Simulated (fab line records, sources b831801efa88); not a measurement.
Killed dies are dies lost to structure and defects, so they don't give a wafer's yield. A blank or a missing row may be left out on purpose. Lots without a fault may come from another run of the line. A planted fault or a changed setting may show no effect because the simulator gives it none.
fab line records | flow sky130
record lots=5 wafers=15 last_day=49
route steps=708 shown FIELD_ISO@10 NWELL@32 DNWELL@35
lots that met no fault: from a run of the same line without faults
start_h: hours from the record's first day to the start of the lot's first wafer shown | wait_h: hours since the lot's step before | " the same as in the row above | L1.1+2: a row that stands for several wafers | - no value, or no start given | * or withheld: withheld | < > ~ a bound
route shown NAME@n: a module of which the file shows steps, and the number in the route of the first | usual: mean/standard deviation of fault-free wafers | same: alike in all rows | chamber/n: place in a boat | sites: the reading at each site | _std_site: their standard deviation | _edge_site: outer sites' mean less inner sites' | radius_mm: how far each site lies from the wafer's centre | mask NAME#n: copy n | behind: the tool/chamber that last shaped the wafer | hold: why the lot was held/for how many hours/how that ended | device: the transistor (n, p or np) that didn't switch | end of line: the same wafers' tests at the end of the route | a step without rows: its recipe alone | killed: dies lost to structure and defects at the first sort, not the wafer's yield | map: a wafer's dies, x killed, . not, _ none there
set.NAME: the setting as run; set.NAME@STEP: as run at that earlier step | model.NAME: the simulator's own value behind a step, which no gauge read
lots at some steps of the route; a table a step, a row a wafer
services: from which hour (start_h, from the record's first day; less than 0 if before it) a tool's chamber was out of use, for how many hours, and why
## steps
# step SKY_FIELD_ISO_SOFTBAKE_09
# recipe temp_c=100 time_s=90 resist=KrF-thick
# usual chill_plate_temp_C=22.97/0.099 resist_line_temp_C=22.99/0.11
# columns lot.wafer tool chamber start_h wait_h chill_plate_temp_C resist_line_temp_C
L074.1 litho_track-02 0 - - 23.06 22.89
L074.3 " 0 " " 22.94 22.98
L074.4 " 0 " " 23.04 23.05
L076.1 litho_track-03 0 - - 23.15 23.06
L076.2 " 0 " " 23.06 23.08
L076.5 " 0 " " 23.00 23.05
L079.1 litho_track-03 0 - - 22.99 23.11
L079.3 " 0 " " 22.99 23.16
L079.4 " 0 " " 22.96 23.08
L087.1 litho_track-01 0 - - 22.94 23.17
L087.2 " 0 " " 23.01 23.04
L087.6 " 0 " " 22.97 23.06
L094.2 litho_track-01 0 - - 22.94 23.03
L094.3 " 0 " " 22.70 23.15
L094.4 " 0 " " 22.83 23.06
# step SKY_FIELD_ISO_EXPOSE_10
# recipe mask_id=FOM na=0.68 source_shape=annular sigma_inner=0.4 sigma_outer=0.8 target_cd_nm=150 dose_mj=28
# columns lot.wafer tool chamber start_h wait_h mask
L074.1+3+4 krf_scanner-01 0 - - FOM#0
L076.1+2+5 krf_scanner-01 0 - - FOM#0
L079.1+3+4 krf_scanner-01 0 - - FOM#0
L087.1+2+6 krf_scanner-01 0 - - FOM#0
L094.2+3+4 krf_scanner-02 0 - - FOM#0
# step SKY_FIELD_ISO_PEB_11
# recipe peb_temp_c=withheld peb_time_s=withheld resist=KrF-thick
# usual chill_plate_temp_C=* resist_line_temp_C=*
# columns lot.wafer tool chamber start_h wait_h chill_plate_temp_C resist_line_temp_C
L074.1 litho_track-02 0 - - * *
L074.3 " 0 " " * *
L074.4 " 0 " " * *
L076.1 litho_track-01 0 - - * *
L076.2 " 0 " " * *
L076.5 " 0 " " * *
L079.1 litho_track-03 0 - - * *
L079.3 " 0 " " * *
L079.4 " 0 " " * *
L087.1 litho_track-03 0 - - * *
L087.2 " 0 " " * *
L087.6 " 0 " " * *
L094.2 litho_track-01 0 - - * *
L094.3 " 0 " " * *
L094.4 " 0 " " * *
# step SKY_FIELD_ISO_DEVELOP_12
# recipe develop_time_s=60 resist=KrF-thick dev_temp_c=21
# usual chill_plate_temp_C=23.02/0.11 resist_line_temp_C=22.99/0.099
# columns lot.wafer tool chamber start_h wait_h chill_plate_temp_C resist_line_temp_C
L074.1 litho_track-02 0 - - 23.23 22.99
L074.3 " 0 " " 23.11 22.97
L074.4 " 0 " " 23.19 23.02
L076.1 litho_track-01 0 - - 22.89 22.98
L076.2 " 0 " " 22.93 22.91
L076.5 " 0 " " 23.06 23.03
L079.1 litho_track-03 0 - - 22.96 22.91
L079.3 " 0 " " 22.95 22.94
L079.4 " 0 " " 22.93 22.95
L087.1 litho_track-03 0 - - 23.02 23.08
L087.2 " 0 " " 22.98 23.13
L087.6 " 0 " " 23.13 23.25
L094.2 litho_track-01 0 - - 23.07 23.05
L094.3 " 0 " " 23.20 23.03
L094.4 " 0 " " 23.08 22.95
# step SKY_FIELD_ISO_CD_MEAS_13
# recipe target_cd_nm=150
# usual cd_nm=150.6/1.6
# columns lot.wafer tool chamber start_h wait_h cd_nm
L074.1 cd_sem-02 - 28.81 - 149.6
L074.3 " - " " 148.5
L074.4 " - " " 148.5
L076.1 cd_sem-02 - 39.30 - 152.3
L076.2 " - " " 152.3
L076.5 " - " " 152.7
L079.1 cd_sem-02 - 54.33 - 148.8
L079.3 " - " " 146.5
L079.4 " - " " 147.7
L087.1 cd_sem-02 - 96.23 - 151.6
L087.2 " - " " 149.7
L087.6 " - " " 149.0
L094.2 cd_sem-01 - 134.37 - 148.8
L094.3 " - " " 149.5
L094.4 " - " " 149.9
# step SKY_FIELD_ISO_ETCH_14
# recipe chemistry=N2/H2 target=BARC ion_energy_ev=200 source_w=500 bias_w=100 pressure_mtorr=30 n2_flow_sccm=100 h2_flow_sccm=200 stop_on=SiO2 time_s=45.9 target_depth_a=600
# usual drypump_motor_current_A=5.7/0.64 oes_product_au=0.854/0.0046 throttle_valve_pct=13.224/0.009
# columns lot.wafer tool chamber start_h wait_h drypump_motor_current_A oes_product_au rf_hours_counter_h throttle_valve_pct
L074.1 rie_diel-02 0 28.93 0.1 6.1 0.852 5 13.213
L074.3 " 3 " " 6.2 0.848 17 13.223
L074.4 " 1 " " 5.2 0.855 89 13.219
L076.1 rie_diel-04 1 39.42 0.1 5.6 0.856 103 13.228
L076.2 " 3 " " 6.2 0.850 12 13.215
L076.5 " 3 " " 6.2 0.852 - 13.225
L079.1 rie_diel-03 3 54.45 0.1 4.9 0.858 62 13.231
L079.3 " 1 " " 5.4 0.851 66 13.207
L079.4 " 0 " " 4.9 0.856 89 13.227
L087.1 rie_diel-03 3 96.35 0.1 4.9 0.852 62 13.225
L087.2 " 1 " " 5.4 0.856 67 13.227
L087.6 " 2 " " 6.7 0.850 - 13.224
L094.2 rie_diel-03 1 134.47 0.1 5.4 0.848 68 13.226
L094.3 " 0 " " 4.9 0.852 90 13.200
L094.4 " 3 " " 4.8 0.851 63 13.228
# step SKY_FIELD_ISO_ETCH_15
# recipe chemistry=CHF3/O2 target_depth_nm=180 stop_on=Si source_w=600 bias_w=200 pressure_mtorr=40 chf3_flow_sccm=50 O2_flow_sccm=5 time_s=72
# usual drypump_motor_current_A=5.7/0.64 oes_product_au=0.945/0.0069 throttle_valve_pct=8.843/0.0094
# columns lot.wafer tool chamber start_h wait_h drypump_motor_current_A oes_product_au rf_hours_counter_h throttle_valve_pct
L074.1 rie_diel-02 0 28.98 0.0 6.1 0.932 5 8.837
L074.3 " 3 " " 6.2 0.946 17 8.852
L074.4 " 1 " " 5.2 0.948 89 8.839
L076.1 rie_diel-04 1 39.46 0.0 5.6 0.945 103 8.827
L076.2 " 3 " " 6.2 0.932 12 8.837
L076.5 " 3 " " 6.1 0.947 - 8.827
L079.1 rie_diel-03 3 54.49 0.0 4.9 0.939 62 8.854
L079.3 " 1 " " 5.4 0.941 66 8.846
L079.4 " 0 " " 4.9 0.943 89 8.832
L087.1 rie_diel-03 3 96.39 0.0 4.8 0.938 62 8.853
L087.2 " 1 " " 5.4 0.943 67 8.846
L087.6 " 2 " " 6.7 0.945 - 8.845
L094.2 rie_diel-03 1 134.51 0.0 5.4 0.947 68 8.842
L094.3 " 0 " " 4.9 0.933 90 8.842
L094.4 " 3 " " 4.9 0.945 63 8.862
# step SKY_FIELD_ISO_STRIP_16
# recipe chemistry=O2/N2 power_w=1400 pressure_mtorr=1500 platen_temp_c=withheld o2_flow_sccm=3000 n2_flow_sccm=300 overash_fraction=0.5
# usual drypump_motor_current_A=5.61/0.25 oes_product_au=0.379/0.0053 strip_time_to_endpoint_s=3.57/0.036
# columns lot.wafer tool chamber start_h wait_h drypump_motor_current_A oes_product_au rf_hours_counter_h strip_time_to_endpoint_s
L074.1 plasma_asher-01 0 29.03 0.0 5.55 0.374 37 3.58
L074.3 " 0 " " 5.55 0.384 - 3.54
L074.4 " 1 " " 6.05 0.384 - 3.59
L076.1 plasma_asher-04 0 39.52 0.0 5.76 0.373 34 3.62
L076.2 " 1 " " 5.24 0.389 34 3.58
L076.5 " 1 " " 5.26 0.384 - 3.58
L079.1 plasma_asher-01 0 54.55 0.0 5.54 0.380 40 3.58
L079.3 " 1 " " 6.02 0.374 - 3.52
L079.4 " 0 " " 5.54 0.381 - 3.59
L087.1 plasma_asher-02 1 96.45 0.0 5.57 0.387 40 3.62
L087.2 " 0 " " 5.42 0.378 40 3.52
L087.6 " 1 " " 5.57 0.378 - 3.53
L094.2 plasma_asher-02 0 134.57 0.0 5.43 0.378 2 3.44
L094.3 " 0 " " 5.42 0.379 - 3.55
L094.4 " 1 " " 5.57 0.383 - 3.56
# step SKY_FIELD_ISO_ETCH_17
# recipe target_depth_a=3420 mask_material=Si3N4 chemistry=HBr/Cl2/O2 target=Si taper_deg=5 icp_w=600 bias_w=150 pressure_mtorr=15 HBr_flow_sccm=150 Cl2_flow_sccm=40 O2_flow_sccm=6 time_s=97.7
# usual HBr_flow_sccm=150.0/0.46 drypump_motor_current_A=5.4/0.4 oes_product_au=1.007/0.011 throttle_valve_pct=25.651/0.011
# columns lot.wafer tool chamber start_h wait_h HBr_flow_sccm drypump_motor_current_A oes_product_au rf_hours_counter_h throttle_valve_pct
L074.1 rie_si-02 2 29.13 0.1 150.3 5.3 1.014 149 25.662
L074.3 " 0 " " 150.3 5.7 1.007 99 25.652
L074.4 " 1 " " 149.7 5.4 1.016 72 25.652
L076.1 rie_si-02 2 39.62 0.1 150.0 5.3 1.012 149 25.651
L076.2 " 1 " " 150.7 5.5 1.018 72 25.631
L076.5 " 2 " " 149.8 5.3 0.995 - 25.666
L079.1 rie_si-01 0 54.65 0.1 149.7 5.4 1.006 93 25.638
L079.3 " 2 " " 149.9 4.8 1.019 83 25.650
L079.4 " 1 " " 150.4 4.9 1.024 113 25.640
L087.1 rie_si-01 0 96.55 0.1 149.3 5.4 1.017 93 25.652
L087.2 " 3 " " 150.8 6.2 1.017 128 25.642
L087.6 " 1 " " 149.4 4.9 1.001 - 25.635
L094.2 rie_si-01 2 134.67 0.1 150.3 4.8 1.017 84 25.648
L094.3 " 0 " " 149.9 5.4 1.016 94 25.630
L094.4 " 1 " " 149.7 4.9 1.008 114 25.640
# step SKY_FIELD_ISO_WET_ETCH_18
# recipe chemistry=H3PO4 target_depth_nm=25 temp_c=160 target=Si3N4 time_s=286
# columns lot.wafer tool chamber start_h wait_h
L074.1+3+4 wet_bench-02 3 29.20 0.0
L076.1+2+5 wet_bench-02 3 39.69 0.0
L079.1+3+4 wet_bench-02 1 54.72 0.0
L087.1+2+6 wet_bench-02 2 96.62 0.0
L094.2+3+4 wet_bench-02 0 134.74 0.0
# step SKY_FIELD_ISO_CLEAN_19
# recipe chemistry=SC1/SC2 mix=1:4:20 temp_c=70 time_s=150
# columns lot.wafer tool chamber start_h wait_h
L074.1+3+4 wet_bench-01 2 29.29 0.0
L076.1+2+5 wet_bench-01 2 39.78 0.0
L079.1+3+4 wet_bench-01 1 54.80 0.0
L087.1+2+6 wet_bench-03 1 96.70 0.0
L094.2+3+4 wet_bench-03 3 134.83 0.0
# step SKY_FIELD_ISO_CLEAN_20
# recipe chemistry=dHF time_s=20 dilution=100:1
# columns lot.wafer tool chamber start_h wait_h
L074.1+3+4 wet_bench-03 1 29.34 0.0
L076.1+2+5 wet_bench-03 3 39.83 0.0
L079.1+3+4 wet_bench-03 1 54.85 0.0
L087.1+2+6 wet_bench-01 2 96.75 0.0
L094.2+3+4 wet_bench-01 0 134.88 0.0
# step SKY_FIELD_ISO_WET_ETCH_21
# recipe chemistry=dHF dilution=100:1 target_depth_nm=20 dry=ipa_marangoni target=SiO2 temp_c=25 time_s=400
# columns lot.wafer tool chamber start_h wait_h
L074.1+3+4 wet_bench-02 3 29.36 0.0
L076.1+2+5 wet_bench-02 0 39.84 0.0
L079.1+3+4 wet_bench-02 1 54.87 0.0
L087.1+2+6 wet_bench-02 2 96.77 0.0
L094.2+3+4 wet_bench-02 0 134.89 0.0
# step SKY_FIELD_ISO_OXIDATION_22
# recipe temp_c=950 ambient=O2 stabilise_s=600 purge_s=300 target_thk_a=100 ox_time_s=623
# usual spike_tc_centre_C=951.0/1.1
# same stabilise_s=600
# columns lot.wafer tool chamber start_h wait_h spike_tc_centre_C
L074.1 furnace-02 0 30.17 0.7 950.7
L074.3 " 0 " " 950.1
L074.4 " 0 " " 949.4
L076.1 furnace-02 0 40.00 0.0 951.9
L076.2 " 0 " " 948.6
L076.5 " 0 " " 951.9
L079.1 furnace-02 0 54.99 0.0 951.9
L079.3 " 0 " " 949.6
L079.4 " 0 " " 949.3
L087.1 furnace-02 0 98.17 1.3 951.7
L087.2 " 0 " " 951.7
L087.6 " 0 " " 950.2
L094.2 furnace-02 0 135.01 0.0 951.6
L094.3 " 0 " " 951.3
L094.4 " 0 " " 952.6
# step SKY_FIELD_ISO_THK_MEAS_23
# recipe reads=SiO2_of_FIELD_ISO_OXIDATION_22
# usual FIELD_ISO_OXIDATION_01_THK=9.98/0.15
# columns lot.wafer tool chamber start_h wait_h FIELD_ISO_OXIDATION_01_THK[nm]
L074.1 film_metro-03 - 31.35 0.0 10.02
L074.3 " - " " 9.96
L074.4 " - " " 9.98
L076.1 film_metro-02 - 41.18 0.0 10.07
L076.2 " - " " 9.76
L076.5 " - " " 10.09
L079.1 film_metro-01 - 56.16 0.0 10.02
L079.3 " - " " 9.90
L079.4 " - " " 10.07
L087.1 film_metro-01 - 99.34 0.0 10.07
L087.2 " - " " 9.67
L087.6 " - " " 9.91
L094.2 film_metro-01 - 136.19 0.0 10.04
L094.3 " - " " 9.90
L094.4 " - " " 9.83
# step SKY_FIELD_ISO_CVD_24
# recipe material=SiO2 target_thk_nm=595 temp_c=650 sigma_open_frac=0.3 time_s=99.2 sih4_flow_sccm=60 pressure_mtorr=6
# columns lot.wafer tool chamber start_h wait_h
L074.1+3+4 hdpcvd-02 2,0,2 31.41 0.1
L076.1+2+5 hdpcvd-02 2,1,2 41.24 0.1
L079.1+3+4 hdpcvd-02 2,1,0 56.22 0.1
L087.1+2+6 hdpcvd-01 1,0,2 99.40 0.1
L094.2+3+4 hdpcvd-02 2,1,1 136.24 0.0
# step SKY_FIELD_ISO_THK_MEAS_25
# recipe reads=SiO2_of_FIELD_ISO_CVD_24
# usual FIELD_ISO_CVD_24_THK=596/6.9
# columns lot.wafer tool chamber start_h wait_h FIELD_ISO_CVD_24_THK[nm]
L074.1 film_metro-03 - 31.48 0.0 586
L074.3 " - " " 605
L074.4 " - " " 596
L076.1 film_metro-03 - 41.31 0.0 599
L076.2 " - " " 584
L076.5 " - " " 597
L079.1 film_metro-02 - 56.30 0.0 603
L079.3 " - " " 595
L079.4 " - " " 607
L087.1 film_metro-03 - 99.47 0.0 593
L087.2 " - " " 588
L087.6 " - " " 592
L094.2 film_metro-03 - 136.32 0.0 602
L094.3 " - " " 595
L094.4 " - " " 596
# step SKY_FIELD_ISO_ANNEAL_26
# recipe temp_c=1000 time_s=1800 ambient=N2
# usual spike_tc_centre_C=1001.4/1.1
# columns lot.wafer tool chamber start_h wait_h spike_tc_centre_C
L074.1 furnace-01 0 32.57 1.1 1002.5
L074.3 " 0 " " 1000.4
L074.4 " 0 " " 1001.5
L076.1 furnace-01 0 42.39 1.1 1002.5
L076.2 " 0 " " 1002.6
L076.5 " 0 " " 1001.4
L079.1 furnace-01 0 57.00 0.7 1002.0
L079.3 " 0 " " 1003.0
L079.4 " 0 " " 1002.6
L087.1 furnace-01 0 100.61 1.1 1001.2
L087.2 " 0 " " 1000.8
L087.6 " 0 " " 1004.0
L094.2 furnace-02 0 137.68 1.3 1000.2
L094.3 " 0 " " 1000.8
L094.4 " 0 " " 999.8
# step SKY_FIELD_ISO_CMP_27
# recipe stop_on=Si3N4 t_overpolish_s=16 down_force_psi=4 platen_rpm=60 target_thk_nm=457.8 pad_velocity_m_s=0.94248
# usual motor_current_A=12.0/1.2 overpolish_run_s=16.001/0.0099 time_to_endpoint_s=110/3.9
# columns lot.wafer tool chamber start_h wait_h motor_current_A overpolish_run_s time_to_endpoint_s
L074.3 cmp-01 1 34.07 0.0 12.2 16.008 111
L074.1 " 2 " " 11.8 15.964 110
L074.4 " 0 " " 14.5 16.014 113
L076.1 cmp-02 2 43.94 0.1 11.7 16.004 106
L076.2 " 0 " " 11.3 15.994 101
L076.5 " 1 " " 11.1 16.001 114
L079.3 cmp-01 0 58.50 0.0 14.6 16.026 113
L079.1 " 2 " " 12.3 16.015 116
L079.4 " 3 " " 13.2 15.996 118
L087.1 cmp-01 0 102.16 0.1 13.8 15.988 102
L087.2 " 1 " " 11.3 16.000 107
L087.6 " 0 " " 14.1 15.999 103
L094.4 cmp-02 2 139.18 0.0 11.7 15.997 107
L094.2 " 3 " " 11.2 15.979 110
L094.3 " 0 " " 11.6 15.998 111
# step SKY_FIELD_ISO_WET_ETCH_28
# recipe chemistry=dHF target_depth_nm=23.7 target=SiO2 dilution=10:1 temp_c=25 time_s=47
# columns lot.wafer tool chamber start_h wait_h
L074.1+3+4 wet_bench-01 1 34.39 0.2
L076.1+2+5 wet_bench-03 0 44.19 0.2
L079.1+3+4 wet_bench-01 3 58.80 0.1
L087.1+2+6 wet_bench-02 1 102.41 0.2
L094.2+3+4 wet_bench-02 0 139.48 0.2
# step SKY_FIELD_ISO_WET_ETCH_29
# recipe chemistry=H3PO4 target_depth_nm=160 target=Si3N4 temp_c=160 time_s=1825
# columns lot.wafer tool chamber start_h wait_h
L074.1+3+4 wet_bench-03 2 34.42 0.0
L076.1+2+5 wet_bench-01 2 44.21 0.0
L079.1+3+4 wet_bench-02 2 58.82 0.0
L087.1+2+6 wet_bench-03 0 102.43 0.0
L094.2+3+4 wet_bench-03 3 139.50 0.0
# step SKY_FIELD_ISO_WET_ETCH_30
# recipe chemistry=dHF target_depth_nm=25 target=SiO2 dilution=10:1 temp_c=25 time_s=50
# columns lot.wafer tool chamber start_h wait_h
L074.1+3+4 wet_bench-01 0 34.98 0.0
L076.1+2+5 wet_bench-02 2 44.73 0.0
L079.1+3+4 wet_bench-01 0 59.34 0.0
L087.1+2+6 wet_bench-02 0 102.94 0.0
L094.2+3+4 wet_bench-01 2 140.02 0.0
# step SKY_NWELL_CLEAN_00
# recipe chemistry=SC1/SC2 mix=1:4:20 temp_c=70 time_s=150 dry=n2_spin
# columns lot.wafer tool chamber start_h wait_h
L074.1+3+4 wet_bench-02 1 35.00 0.0
L076.1+2+5 wet_bench-03 3 44.75 0.0
L079.1+3+4 wet_bench-02 0 59.36 0.0
L087.1+2+6 wet_bench-01 1 102.97 0.0
L094.2+3+4 wet_bench-03 1 140.04 0.0
# step SKY_NWELL_OXIDATION_01
# recipe temp_c=900 ambient=O2 stabilise_s=600 purge_s=300 target_thk_a=100 ox_time_s=1418
# usual spike_tc_centre_C=901.5/1.2
# same stabilise_s=600
# columns lot.wafer tool chamber start_h wait_h spike_tc_centre_C
L074.1 furnace-01 0 35.60 0.5 901.9
L074.3 " 0 " " 902.0
L074.4 " 0 " " 901.2
L076.1 furnace-02 0 44.80 0.0 899.7
L076.2 " 0 " " 900.5
L076.5 " 0 " " 901.5
L079.1 furnace-01 0 59.41 0.0 902.7
L079.3 " 0 " " 901.4
L079.4 " 0 " " 901.6
L087.1 furnace-01 0 104.70 1.7 902.6
L087.2 " 0 " " 902.8
L087.6 " 0 " " 902.8
L094.2 furnace-01 0 141.29 1.2 903.0
L094.3 " 0 " " 902.2
L094.4 " 0 " " 901.9
# step SKY_NWELL_THK_MEAS_02
# recipe reads=SiO2_of_NWELL_OXIDATION_01
# usual NWELL_OXIDATION_THK=10.07/0.14
# columns lot.wafer tool chamber start_h wait_h NWELL_OXIDATION_THK[nm]
L074.1 film_metro-03 - 37.00 0.0 10.25
L074.3 " - " " 10.41
L074.4 " - " " 10.21
L076.1 film_metro-04 - 46.20 0.0 9.99
L076.2 " - " " 9.90
L076.5 " - " " 10.12
L079.1 film_metro-04 - 60.80 0.0 10.12
L079.3 " - " " 10.09
L079.4 " - " " 10.34
L087.1 film_metro-03 - 106.10 0.0 9.82
L087.2 " - " " 9.81
L087.6 " - " " 9.82
L094.2 film_metro-03 - 142.69 0.0 10.12
L094.3 " - " " 10.18
L094.4 " - " " 10.10
# step SKY_DNWELL_DEHYDRATE_00
# recipe temp_c=200 time_s=60
# usual chill_plate_temp_C=22.99/0.1 resist_line_temp_C=23.00/0.12
# columns lot.wafer tool chamber start_h wait_h chill_plate_temp_C resist_line_temp_C
L074.1 litho_track-03 0 43.83 6.8 22.94 22.94
L074.3 " 0 " " 23.08 22.90
L074.4 " 0 " " 23.01 22.93
L076.1 litho_track-03 0 52.98 6.8 22.98 22.96
L076.2 " 0 " " 22.96 23.01
L076.5 " 0 " " 22.84 23.02
L079.1 litho_track-04 0 68.26 7.4 22.91 22.99
L079.3 " 0 " " 22.87 23.03
L079.4 " 0 " " 22.92 23.03
L087.1 litho_track-04 0 113.86 7.8 22.76 22.94
L087.2 " 0 " " 22.97 23.10
L087.6 " 0 " " 22.97 23.07
L094.2 litho_track-03 0 151.45 8.7 22.98 23.16
L094.3 " 0 " " 23.06 23.08
L094.4 " 0 " " 23.04 23.20
# step SKY_DNWELL_HMDS_01
# recipe prime_time_s=60 prime_temp_c=120
# usual chill_plate_temp_C=23.02/0.12 resist_line_temp_C=22.97/0.11
# columns lot.wafer tool chamber start_h wait_h chill_plate_temp_C resist_line_temp_C
L074.1 litho_track-03 0 43.98 0.1 23.07 23.11
L074.3 " 0 " " 23.14 23.13
L074.4 " 0 " " 22.95 23.23
L076.1 litho_track-03 0 53.13 0.1 23.02 22.98
L076.2 " 0 " " 22.91 22.90
L076.5 " 0 " " 22.94 23.00
L079.1 litho_track-04 0 68.41 0.1 22.88 23.10
L079.3 " 0 " " 22.81 23.01
L079.4 " 0 " " 22.88 22.99
L087.1 litho_track-04 0 114.01 0.1 23.30 23.09
L087.2 " 0 " " 23.27 22.91
L087.6 " 0 " " 23.27 22.98
L094.2 litho_track-03 0 151.60 0.1 23.16 22.85
L094.3 " 0 " " 23.21 22.93
L094.4 " 0 " " 23.13 23.03
# step SKY_DNWELL_COAT_02
# recipe spin_rpm=2000 resist_thk_nm=3000
# usual chill_plate_temp_C=23.00/0.11 resist_line_temp_C=22.98/0.1
# columns lot.wafer tool chamber start_h wait_h chill_plate_temp_C resist_line_temp_C
L074.1 litho_track-03 0 44.13 0.1 22.96 22.95
L074.3 " 0 " " 22.96 23.06
L074.4 " 0 " " 22.84 23.12
L076.1 litho_track-03 0 53.28 0.1 22.98 23.11
L076.2 " 0 " " 23.01 23.09
L076.5 " 0 " " 23.18 23.16
L079.1 litho_track-04 0 68.56 0.1 23.07 22.98
L079.3 " 0 " " 22.95 22.90
L079.4 " 0 " " 23.10 23.03
L087.1 litho_track-04 0 114.16 0.1 23.10 22.93
L087.2 " 0 " " 23.03 23.00
L087.6 " 0 " " 23.13 22.91
L094.2 litho_track-03 0 151.75 0.1 23.10 23.06
L094.3 " 0 " " 23.10 23.00
L094.4 " 0 " " 22.95 22.95
# step SKY_DNWELL_SOFTBAKE_03
# recipe temp_c=110 time_s=withheld
# usual chill_plate_temp_C=22.99/0.095 resist_line_temp_C=23.00/0.1
# columns lot.wafer tool chamber start_h wait_h chill_plate_temp_C resist_line_temp_C
L074.1 litho_track-03 0 44.28 0.1 22.96 23.00
L074.3 " 0 " " 23.03 23.02
L074.4 " 0 " " 22.91 23.17
L076.1 litho_track-03 0 53.43 0.1 23.02 23.09
L076.2 " 0 " " 22.96 22.98
L076.5 " 0 " " 22.88 23.03
L079.1 litho_track-04 0 68.71 0.1 22.77 23.16
L079.3 " 0 " " 23.11 23.02
L079.4 " 0 " " 22.84 23.14
L087.1 litho_track-04 0 114.31 0.1 23.00 22.82
L087.2 " 0 " " 23.13 23.07
L087.6 " 0 " " 23.01 22.90
L094.2 litho_track-03 0 151.91 0.1 23.25 22.90
L094.3 " 0 " " 23.10 22.88
L094.4 " 0 " " 23.15 23.07
# step SKY_DNWELL_EXPOSE_04
# recipe mask_id=DNM na=0.57 target_cd_nm=3000 dose_mj=222
# columns lot.wafer tool chamber start_h wait_h mask
L074.1+3+4 iline_stepper-02 0 - - DNM#0
L076.1+2+5 iline_stepper-01 0 - - DNM#0
L079.1+3+4 iline_stepper-01 0 - - DNM#0
L087.1+2+6 iline_stepper-01 0 - - DNM#0
L094.2+3+4 iline_stepper-02 0 - - DNM#0
# step SKY_DNWELL_PEB_05
# recipe temp_c=115 time_s=withheld
# usual chill_plate_temp_C=23.00/0.12 resist_line_temp_C=22.99/0.12
# columns lot.wafer tool chamber start_h wait_h chill_plate_temp_C resist_line_temp_C
L074.1 litho_track-02 0 - - 23.14 22.97
L074.3 " 0 " " 23.06 22.91
L074.4 " 0 " " 22.96 22.91
L076.1 litho_track-04 0 - - 22.75 23.05
L076.2 " 0 " " 22.85 22.95
L076.5 " 0 " " 22.88 22.85
L079.1 litho_track-03 0 - - 23.03 23.00
L079.3 " 0 " " 23.10 22.84
L079.4 " 0 " " 23.14 22.90
L087.1 litho_track-04 0 - - 22.98 22.98
L087.2 " 0 " " 23.16 23.04
L087.6 " 0 " " 23.04 23.16
L094.2 litho_track-04 0 - - 22.88 23.10
L094.3 " 0 " " 22.88 23.06
L094.4 " 0 " " 22.96 23.00
# step SKY_DNWELL_DEVELOP_06
# recipe wall_angle_deg=90 developer=TMAH develop_time_s=60 dev_temp_c=23
# usual chill_plate_temp_C=22.98/0.12 resist_line_temp_C=23.02/0.1
# columns lot.wafer tool chamber start_h wait_h chill_plate_temp_C resist_line_temp_C
L074.1 litho_track-02 0 - - 23.14 22.99
L074.3 " 0 " " 22.96 23.12
L074.4 " 0 " " 22.91 22.99
L076.1 litho_track-04 0 - - 22.99 23.11
L076.2 " 0 " " 23.05 23.13
L076.5 " 0 " " 23.00 23.16
L079.1 litho_track-03 0 - - 23.02 23.14
L079.3 " 0 " " 23.12 23.10
L079.4 " 0 " " 23.22 23.10
L087.1 litho_track-04 0 - - 23.01 23.08
L087.2 " 0 " " 23.04 23.08
L087.6 " 0 " " 23.09 23.06
L094.2 litho_track-04 0 - - 22.91 23.07
L094.3 " 0 " " 22.91 22.87
L094.4 " 0 " " 23.01 22.96
# step SKY_DNWELL_IMPLANT_07
# recipe species=P energy_kev=withheld dose_cm2=withheld tilt_deg=withheld
# columns lot.wafer tool chamber start_h wait_h
L074.1+3+4 implanter-04 0 52.31 -
L076.1+2+5 implanter-01 0 60.96 -
L079.1+3+4 implanter-04 0 77.03 -
L087.1+2+6 implanter-01 0 123.86 -
L094.2+3+4 implanter-03 0 162.19 -
# step SKY_DNWELL_STRIP_08
# recipe chemistry=O2/N2 power_w=1400 pressure_mtorr=1500 platen_temp_c=withheld o2_flow_sccm=3000 n2_flow_sccm=300 overash_fraction=0.5
# usual drypump_motor_current_A=5.73/0.23 oes_product_au=0.722/0.0044 strip_time_to_endpoint_s=36.95/0.094
# columns lot.wafer tool chamber start_h wait_h drypump_motor_current_A oes_product_au rf_hours_counter_h strip_time_to_endpoint_s
L074.1 plasma_asher-03 0 52.46 0.1 5.98 0.724 25 36.88
L074.3 " 1 " " 5.95 0.721 - 37.02
L074.4 " 0 " " 5.97 0.727 - 36.97
L076.1 plasma_asher-01 1 61.11 0.1 5.98 0.718 41 36.85
L076.2 " 0 " " 5.55 0.720 41 36.90
L076.5 " 1 " " 5.97 0.723 - 36.83
L079.1 plasma_asher-03 0 77.18 0.1 5.98 0.719 26 36.94
L079.3 " 1 " " 5.92 0.726 - 36.84
L079.4 " 0 " " 5.96 0.730 - 36.89
L087.1 plasma_asher-03 0 124.01 0.1 5.95 0.723 30 37.06
L087.2 " 1 " " 5.92 0.714 30 37.06
L087.6 " 0 " " 5.95 0.726 - 37.07
L094.2 plasma_asher-02 0 162.31 0.1 5.41 0.719 4 36.79
L094.3 " 1 " " 5.58 0.728 - 36.82
L094.4 " 0 " " 5.43 0.723 - 36.79
# step SKY_DNWELL_TW_MEAS_09
# usual DNWELL_TW=1110/6.3
# columns lot.wafer tool chamber start_h wait_h DNWELL_TW
L074.1 film_metro-04 - 52.56 0.1 1111
L074.3 " - " " 1110
L074.4 " - " " 1110
L076.1 film_metro-04 - 61.21 0.1 1105
L076.2 " - " " 1100
L076.5 " - " " 1102
L079.1 film_metro-04 - 77.28 0.1 1117
L079.3 " - " " 1116
L079.4 " - " " 1119
L087.1 film_metro-03 - 124.11 0.1 1111
L087.2 " - " " 1100
L087.6 " - " " 1109
L094.2 film_metro-04 - 162.42 0.1 1110
L094.3 " - " " 1112
L094.4 " - " " 1118
## services
# columns tool chamber start_h hours kind
furnace-01 - 1.03 4.7 pm
rie_diel-03 0 3.24 4.6 repair
hdpcvd-02 - 5.57 1.8 repair
cmp-01 - 5.99 4.2 repair
furnace-02 - 6.02 4.0 pm
cmp-01 - 26.52 0.6 repair
plasma_asher-02 - 33.49 1.4 repair
cmp-01 - 40.69 0.6 repair
cmp-01 - 41.31 5.6 pm
rie_si-01 1 46.27 1.1 repair
krf_scanner-01 - 54.03 0.3 repair
plasma_asher-03 - 56.05 15.6 pm
krf_scanner-01 - 61.53 1.3 pm
cmp-01 - 64.00 4.0 pm
rie_diel-03 1 64.20 8.0 repair
hdpcvd-02 - 66.75 15.0 pm
hdpcvd-02 1 69.81 3.5 repair
iline_stepper-01 - 71.15 1.7 pm
cmp-01 - 75.03 0.4 repair
furnace-01 - 94.94 3.1 pm
krf_scanner-01 - 101.77 0.8 pm
furnace-02 - 115.93 4.2 pm
hdpcvd-02 - 146.91 1.4 repair
krf_scanner-01 - 156.03 1.0 pm
## key
fault none
